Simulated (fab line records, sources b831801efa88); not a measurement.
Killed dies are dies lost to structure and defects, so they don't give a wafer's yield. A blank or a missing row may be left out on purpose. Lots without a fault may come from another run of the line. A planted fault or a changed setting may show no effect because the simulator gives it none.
A struck lot beside a sound one | flow gf180mcu | 15 steps out of a route of 602
Sound: wafers L968.3, L968.4, L968.5. Struck: wafer L983.4. (L983.2, L983.5 of the same lot were not struck and are left out.) The cause comes at the end.
At each step with rows: each side's tool, then ch and its chambers, then its first start. Under that, the readings that differ: sound wafers | struck wafers | difference of the means | sigmas: that difference in standard deviations of wafers without a fault.
alike: readings whose means differ by less than 2 such deviations, and words and numbers that are the same on both sides. not compared: withheld readings, readings that some wafer has no value for, bounds like >300 that may hide the same value, and numbers for which the record gives no deviation and whose values overlap.
The two part at a step that has a row with sigmas, a row that says differs or no value, or rows on one side only. Numbers that don't overlap but have no deviation are shown without sigmas and don't part them. A reading that every wafer of one side lacks parts them only if that side has two wafers or more.

first, 4 steps without rows for these wafers: GF_SAB_SOFTBAKE_05 (time 60 s); GF_SAB_EXPOSE_06 (exposes mask SAB, target cd 420 nm); GF_SAB_PEB_07; GF_SAB_DEVELOP_08 (develop time 60 s).
GF_SAB_CD_MEAS_09: target cd 420 nm.
  sound on cd_sem-02, day 15 02:23; struck on cd_sem-01, day 20 13:55
  alike: cd_nm
GF_SAB_OVL_MEAS_10:
  sound on overlay-02, day 15 02:29; struck on overlay-02, day 20 14:01
  alike: SAB_OVL
GF_SAB_ETCH_11: etches SiO2 in C4F8/O2/Ar, target depth 55 nm, time 8.5 s.
  sound on rie_diel-01 ch 0,1,2, day 15 02:30; struck on rie_diel-04 ch 0, day 20 14:03
  alike: oes_product_au
  not compared: rf_hours_counter_h
then, 1 step without rows for these wafers: GF_SAB_WET_ETCH_12 (etches SiO2 in dHF, target depth 22 nm, time 440 s).
GF_SAB_STRIP_13: strips in O2/N2.
  sound on plasma_asher-03 ch 0,1, day 15 02:41; struck on plasma_asher-04 ch 1, day 20 14:20
  alike: drypump_motor_current_A, heater_power_w, oes_product_au, strip_time_to_endpoint_s
  not compared: rf_hours_counter_h
then, 2 steps without rows for these wafers: GF_SALICIDE_CLEAN_00 (cleans in SC1/SC2, time 150 s); GF_SALICIDE_WET_ETCH_01 (etches SiO2 in dHF, target depth 5 nm, time 100 s).
GF_SALICIDE_SPUTTER_02: material Co, target thk 10 nm, time 20 s.
  sound on pvd_sputter-02, day 15 02:50; struck on pvd_sputter-02, day 20 14:32
  alike: throttle_valve_pct
GF_SALICIDE_SPUTTER_03: material TiN, target thk 20 nm, time 16.7 s.
  sound on pvd_sputter-02, day 15 02:52; struck on pvd_sputter-02, day 20 14:33
  reading                                      | sound             | struck | difference | sigmas
  model.TiN_of_SALICIDE_SPUTTER_03.thk_nm (nm) | 19.41 19.58 19.42 | 18.88  | -0.59      |
  alike: throttle_valve_pct
GF_SALICIDE_RS_MEAS_04: measures by four-point-probe.
  sound on film_metro-04, day 15 02:56; struck on film_metro-02, day 20 14:36
  alike: SALICIDE_TIN_RS
-- the record jumps here: 13 days lie between the struck wafers' starts before and after (it left off in module SALICIDE and takes up again in module PASSIVATION, whose first step shown is number 602 of the route) --
GF_PASSIVATION_PROBE_99:
  the record has rows for the struck wafers here (prober-01, day 33 06:43) and none for the sound ones

WHERE THEY PART
Only at GF_PASSIVATION_PROBE_99, within this record.

WHY: what the simulator had put in
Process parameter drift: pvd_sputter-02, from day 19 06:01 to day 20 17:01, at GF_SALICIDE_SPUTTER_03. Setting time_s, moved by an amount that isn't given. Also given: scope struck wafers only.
